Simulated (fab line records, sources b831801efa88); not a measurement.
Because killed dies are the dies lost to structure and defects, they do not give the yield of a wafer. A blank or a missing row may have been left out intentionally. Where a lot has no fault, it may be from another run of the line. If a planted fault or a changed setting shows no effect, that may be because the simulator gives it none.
What tool caused it? | flow gf180mcu | 45 wafers from 15 lots sampled at 4 of the route's 602 steps

## WHAT THE GAUGES READ, wafer by wafer
GF_M3_RS_MEAS_05: a four-point-probe measurement. Usual: M3_ALCU_RS 0.0697 ohm/sq, standard deviation 0.00082.
lot  | measured     | on            | M3_ALCU_RS (ohm/sq)  | flag
L207 | day 20 07:59 | film_metro-01 | 0.0691 0.0699 0.0693 |
L208 | day 20 14:13 | film_metro-01 | 0.0689 0.0691 0.0689 |
L210 | day 21 05:22 | film_metro-04 | 0.0685 0.0680 0.0685 |
L213 | day 22 15:55 | film_metro-01 | 0.0695 0.0688 0.0688 |
L217 | day 24 04:38 | film_metro-01 | 0.0703 0.0704 0.0703 |
L219 | day 24 19:19 | film_metro-01 | 0.0696 0.0693 0.0709 |
L218 | day 24 21:02 | film_metro-04 | 0.0692 0.0694 0.0699 |
L220 | day 25 10:41 | film_metro-04 | 0.0709 0.0704 0.0703 |
L223 | day 26 04:37 | film_metro-03 | 0.0693 0.0691 0.0688 |
L224 | day 26 13:25 | film_metro-03 | 0.0691 0.0699 0.0693 |
L227 | day 27 04:16 | film_metro-03 | 0.0702 0.0698 0.0695 |
L226 | day 27 05:31 | film_metro-01 | 0.0686 0.0697 0.0693 |
L228 | day 27 13:32 | film_metro-03 | 0.0714 0.0714 0.0716 |
L229 | day 27 15:29 | film_metro-03 | 0.0695 0.0701 0.0700 |
L230 | day 27 22:47 | film_metro-03 | 0.0692 0.0712 0.0694 |

GF_V3_OVL_MEAS_15. Usual: V3_OVL 0 nm, standard deviation 4.4.
lot  | measured     | on         | V3_OVL (nm) | flag
L207 | day 22 09:25 | overlay-01 | 3 4 2       |
L208 | day 22 14:46 | overlay-02 | 3 -5 1      |
L210 | day 23 05:16 | overlay-01 | 1 4 6       |
L213 | day 24 16:25 | overlay-01 | -4 -1 4     |
L217 | day 26 00:55 | overlay-01 | 6 7 4       |
L219 | day 26 17:52 | overlay-02 | -2 -5 7     |
L218 | day 26 16:34 | overlay-02 | -9 0 1      |
L220 | day 27 04:58 | overlay-01 | 5 -5 -1     |
L223 | day 27 23:07 | overlay-02 | -3 -5 1     |
L224 | day 28 06:04 | overlay-02 | 1 -5 0      |
L227 | day 28 20:46 | overlay-02 | 5 -2 4      |
L226 | day 28 21:49 | overlay-01 | 6 3 0       |
L228 | day 29 05:15 | overlay-01 | -5 -4 -2    |
L229 | day 29 07:07 | overlay-01 | 1 0 0       |
L230 | day 29 15:13 | overlay-01 | -5 0 -7     |

GF_V4_BOW_MEAS_05. Usual: V4_BOW 136 um, standard deviation 8.6.
lot  | measured     | on            | V4_BOW (um) | flag
L207 | day 23 11:25 | film_metro-04 | 125 139 136 |
L208 | day 23 16:25 | film_metro-04 | 121 135 123 |
L210 | day 24 06:44 | film_metro-02 | 134 132 127 |
L213 | day 25 16:25 | film_metro-03 | 137 128 143 |
L217 | day 27 00:04 | film_metro-03 | 140 143 148 |
L219 | day 27 17:11 | film_metro-02 | 114 102 93  | OFF
L218 | day 27 16:35 | film_metro-02 | 101 111 97  | OFF
L220 | day 28 03:52 | film_metro-03 | 99 90 95    | OFF
L223 | day 28 21:43 | film_metro-03 | 128 137 143 |
L224 | day 29 04:20 | film_metro-02 | 153 143 150 |
L227 | day 29 18:25 | film_metro-02 | 150 137 134 |
L226 | day 29 19:30 | film_metro-03 | 143 130 143 |
L228 | day 30 02:56 | film_metro-02 | 135 131 121 |
L229 | day 30 04:56 | film_metro-03 | 128 126 131 |
L230 | day 30 12:14 | film_metro-03 | 132 144 139 |

## WHAT TOOL EACH LOT RAN ON (gives the tool, then ch and the chambers of the sampled wafers, and finally the start)
lot  | GF_V4_CVD_00
L207 | hdpcvd-02 ch 0,1,2, day 23 10:50
L208 | hdpcvd-02 ch 0,1,2, day 23 15:50
L210 | hdpcvd-01 ch 0,1,2, day 24 06:10
L213 | hdpcvd-02 ch 1,2, day 25 15:50
L217 | hdpcvd-02 ch 0,1,2, day 26 23:29
L219 | hdpcvd-02 ch 0,1,2, day 27 16:26
L218 | hdpcvd-01 ch 0,1,2, day 27 16:01
L220 | hdpcvd-02 ch 0,2, day 28 03:16
L223 | hdpcvd-01 ch 0,2, day 28 20:44
L224 | hdpcvd-01 ch 1,2, day 29 03:44
L227 | hdpcvd-01 ch 1,2, day 29 17:50
L226 | hdpcvd-02 ch 0,1,2, day 29 18:54
L228 | hdpcvd-01 ch 0,1, day 30 02:06
L229 | hdpcvd-01 ch 0,1,2, day 30 04:21
L230 | hdpcvd-01 ch 0,1,2, day 30 11:37
- GF_V4_CVD_00: deposits SiO2, target thk 600 nm, time 100 s.

## AS READ BY THE TOOLS THEMSELVES (means over the sampled wafers that have a number; for cases with no such wafer, the mark the record gives instead)
GF_V4_CVD_00. Usual: pressure_mtorr 6.001 mTorr, standard deviation 0.012; run_length_s 128.1 s, standard deviation 0.54.
lot  | tool      | pressure_mtorr (mTorr) | run_length_s (s) | flag
L207 | hdpcvd-02 | 5.991                  | 128.0            |
L208 | hdpcvd-02 | 5.995                  | 128.0            |
L210 | hdpcvd-01 | 6.010                  | 128.1            |
L213 | hdpcvd-02 | 6.006                  | 128.0            |
L217 | hdpcvd-02 | 5.996                  | 128.2            |
L219 | hdpcvd-02 | -                      | -                | OFF
L218 | hdpcvd-01 | -                      | -                | OFF
L220 | hdpcvd-02 | -                      | -                | OFF
L223 | hdpcvd-01 | 6.002                  | 127.7            |
L224 | hdpcvd-01 | 6.007                  | 128.7            |
L227 | hdpcvd-01 | 5.992                  | 128.4            |
L226 | hdpcvd-02 | 6.011                  | 128.0            |
L228 | hdpcvd-01 | 6.016                  | 128.1            |
L229 | hdpcvd-01 | 6.003                  | 128.1            |
L230 | hdpcvd-01 | 6.000                  | 128.2            |

## THE ANSWER, worked out from the rows above alone
Rule: take the mean of a lot's wafers that have a number; if it is more than 3 standard deviations from the usual mean, the lot is off. A lot without any number at a reading at which 4 lots or more have one is off too. All remaining lots with rows at the step are treated as sound. The gauges are gone through in route order, then the tools' own readings, and for those a lot's mean is taken as printed above. At the first step where some lot is off, the reading lying furthest off is the one used; lots without a number count as furthest.
Off: at GF_V4_BOW_MEAS_05 (V4_BOW), L219, L218, L220.
If a tool, at a process step before that reading, ran all the lots that are off and no sound lot after the first of them, it fits. Not tried: the gauges at GF_V4_BOW_MEAS_05; whatever is off there is also off at GF_V4_CVD_00, on other tools, and gauge error can't account for it. Not one of the candidates tried fits.

## WHAT THE SIMULATOR HAD INSERTED
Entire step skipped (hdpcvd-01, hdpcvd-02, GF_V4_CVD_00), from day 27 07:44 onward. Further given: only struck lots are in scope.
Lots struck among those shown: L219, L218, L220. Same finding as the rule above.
